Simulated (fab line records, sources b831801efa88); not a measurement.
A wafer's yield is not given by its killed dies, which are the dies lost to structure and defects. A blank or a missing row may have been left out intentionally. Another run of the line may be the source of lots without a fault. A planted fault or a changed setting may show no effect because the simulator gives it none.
Shared-tool check	flow gf180mcu	Sample size 13 lots and 39 wafers

## WHY THIS WAS OPENED
Of 13 lots, 2 have the reading HV_LDD_4_TW flagged at GF_HV_LDD_TW_MEAS_50. Fault-free wafers read 569, with a standard deviation of 3.7.
Rule: a lot is flagged in two cases, either no wafer of it has a number, or all its wafers with numbers fall more than 4 standard deviations from that mean. The other lots count as sound.

lot	measured	on	HV_LDD_4_TW, wafer by wafer	flag
L565	day 12 18:23	film metro-02	570 571 568	
L566	day 13 02:26	film metro-01	568 572 568	
L569	day 14 05:59	film metro-01	566 567 568	
L570	day 14 16:19	film metro-02	572 570 574	
L572	day 15 21:10	film metro-01	567 566 564	
L574	day 16 14:35	film metro-02	572 573 571	
L575	day 16 16:32	film metro-01	567 566 568	
L576	day 17 01:53	film metro-02	571 576 572	
L578	day 17 07:37	film metro-01	561 562 565	
L577	day 17 13:24	film metro-01	563 561 562	
L579	day 17 19:15	film metro-01	563 559 561	
L584	day 19 10:01	film metro-02	645 642 648	FLAGGED
L585	day 19 19:18	film metro-04	649 646 654	FLAGGED
Average over the flagged lots: 647; offset from the usual +78, equal to +21 standard deviations.

## WHICH TOOL RAN EACH LOT
The record keeps 1 process step preceding the reading, out of 602 steps on the route. Each cell gives the tool, then ch followed by the chambers the sampled wafers passed through, then the start.
lot	flag	GF_HV_LDD_IMPLANT_48
L565		implanter-02 ch 0, day 12 18:10
L566		implanter-03 ch 0, day 13 02:13
L569		implanter-02 ch 0, day 14 05:46
L570		implanter-02 ch 0, day 14 16:04
L572		implanter-02 ch 0, day 15 20:55
L574		implanter-03 ch 0, day 16 14:22
L575		implanter-04 ch 0, day 16 16:17
L576		implanter-04 ch 0, day 17 01:40
L578		implanter-04 ch 0, day 17 07:24
L577		implanter-03 ch 0, day 17 13:11
L579		implanter-02 ch 0, day 17 19:03
L584	FLAGGED	implanter-03 ch 0, day 19 09:48
L585	FLAGGED	implanter-03 ch 0, day 19 19:06
What the steps here do:
- GF_HV_LDD_IMPLANT_48
- GF_HV_LDD_TW_MEAS_50

## FLAGGED OVER TOTAL, TOOL BY TOOL (the gauges that took the reading come last)
step	tool	lots run	flagged	share of the flagged lots	sound lots run after its first flagged lot
GF_HV_LDD_IMPLANT_48	implanter-02	5	0	none	-
GF_HV_LDD_IMPLANT_48	implanter-03	5	2	all	0
GF_HV_LDD_IMPLANT_48	implanter-04	3	0	none	-
GF_HV_LDD_TW_MEAS_50	film metro-01	7	0	none	-
GF_HV_LDD_TW_MEAS_50	film metro-02	5	1	some	0
GF_HV_LDD_TW_MEAS_50	film metro-04	1	1	some	0

## THE TABLE: WHAT IT ALLOWS
Rows of the table that ran each flagged lot: 1, that is implanter-03 at GF_HV_LDD_IMPLANT_48.
- implanter-03 at GF_HV_LDD_IMPLANT_48: 2 of its 5 lots flagged. Last sound lot L577 at day 17 13:11, first flagged lot L584 at day 19 09:48; a fault beginning in between fits. Its own readings lie more than 4 standard deviations out on every wafer of the flagged lots: dose ions cm2, faraday current uA.
Just one tool remains: implanter-03 at GF_HV_LDD_IMPLANT_48.

## WHAT THE SIMULATOR HAD PUT IN
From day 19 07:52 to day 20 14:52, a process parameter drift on implanter-03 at GF_HV_LDD_IMPLANT_48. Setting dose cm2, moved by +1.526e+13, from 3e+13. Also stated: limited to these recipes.
Lots struck among those shown: L584, L585. The rule above reached the same finding.
